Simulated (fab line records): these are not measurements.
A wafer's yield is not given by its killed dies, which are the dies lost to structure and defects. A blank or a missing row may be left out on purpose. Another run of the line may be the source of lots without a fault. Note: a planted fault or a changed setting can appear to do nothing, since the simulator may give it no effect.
2 desks, one fault + flow gf180mcu + numbers are kept per desk, each desk with only its own; the story behind them comes last

## DESK OF THE TOOL OWNER: pecvd-01
The tool's own readings at GF_V5_CVD_02 (deposits SiO2 from TEOS, target thk 1450 nm, time 163.28 s): means of the sampled wafers that have a number, for each lot that ran on this tool. Marked OUT: a lot whose mean sits more than 4 standard deviations from the usual mean, which makes it out of limits; the brackets give that distance.
Columns: A = heater power w at GF_V5_CVD_02, usual 632 W; B = rf fwd power W at GF_V5_CVD_02, usual 597.7 W; C = susceptor temp C at GF_V5_CVD_02, usual 399.98 C
| lot  | first seen here | A   | B               | C      |
|------|-----------------|-----|-----------------|--------|
| L932 | day 26 11:08    | 729 | 597.6           | 399.98 |
| L933 | day 26 13:45    | 664 | 598.4           | 400.10 |
| L937 | day 27 19:23    | 713 | 599.5           | 399.97 |
| L951 | day 31 22:17    | 624 | 599.1           | 399.98 |
| L954 | day 32 12:37    | 678 | 501.7 (-48) OUT | 399.94 |
| L955 | day 33 01:59    | 695 | 502.4 (-48) OUT | 400.21 |
Finding of this desk: L954, L955 out of limits; the first was L954 at day 32 12:37, on rf fwd power W at GF_V5_CVD_02. L932, L933, L937, L951 stayed within limits.

## FROM THE METROLOGY DESK
What the gauges read for every lot (on any tool): the sampled wafers with a number, averaged. Marked OUT: a lot whose mean sits more than 4 standard deviations from the usual mean, which makes it out of limits; the brackets give that distance.
Columns: A = V4_W_RS at GF_V4_RS_MEAS_24, usual 0.328 ohm/sq; B = V5_CVD_02_THK at GF_V5_THK_MEAS_03, usual 1453 nm
| lot  | first seen here | A     | B               |
|------|-----------------|-------|-----------------|
| L932 | day 24 14:41    | 0.323 | 1459            |
| L933 | day 24 17:27    | 0.331 | 1439            |
| L936 | day 25 18:52    | 0.322 | 1446            |
| L937 | day 26 00:17    | 0.324 | 1425            |
| L938 | day 26 19:11    | 0.331 | 1443            |
| L940 | day 26 21:06    | 0.330 | 1441            |
| L942 | day 27 17:07    | 0.330 | 1442            |
| L943 | day 28 02:27    | 0.332 | 1481            |
| L947 | day 29 04:43    | 0.327 | 1458            |
| L951 | day 30 08:40    | 0.328 | 1460            |
| L954 | day 31 00:41    | 0.332 | 1363 (-4.7) OUT |
| L955 | day 31 15:24    | 0.330 | 1361 (-4.8) OUT |
Finding of this desk: L954, L955 out of limits, first seen on L954 at day 32 12:43 (V5_CVD_02_THK at GF_V5_THK_MEAS_03). L932, L933, L936, L937, L938, L940, L942, L943, L947, L951 stayed within limits.

## ALL TOGETHER
At day 32 12:37, on L954, L955, the tool owner's desk was in a position to raise an alarm.
L954, L955 would have let the metrology desk raise an alarm at day 32 12:43.
Every lot named ran GF_V5_CVD_02 on pecvd-01.

## WHAT THE SIMULATOR HAD INSERTED
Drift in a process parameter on pecvd-01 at GF_V5_CVD_02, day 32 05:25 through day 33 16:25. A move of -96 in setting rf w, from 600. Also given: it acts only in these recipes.
Lots struck among those shown: L954, L955.
Delay (hours) between the fault's onset and each desk's first out-of-limits reading: 7 at the tool owner's desk, 7 at the metrology desk.
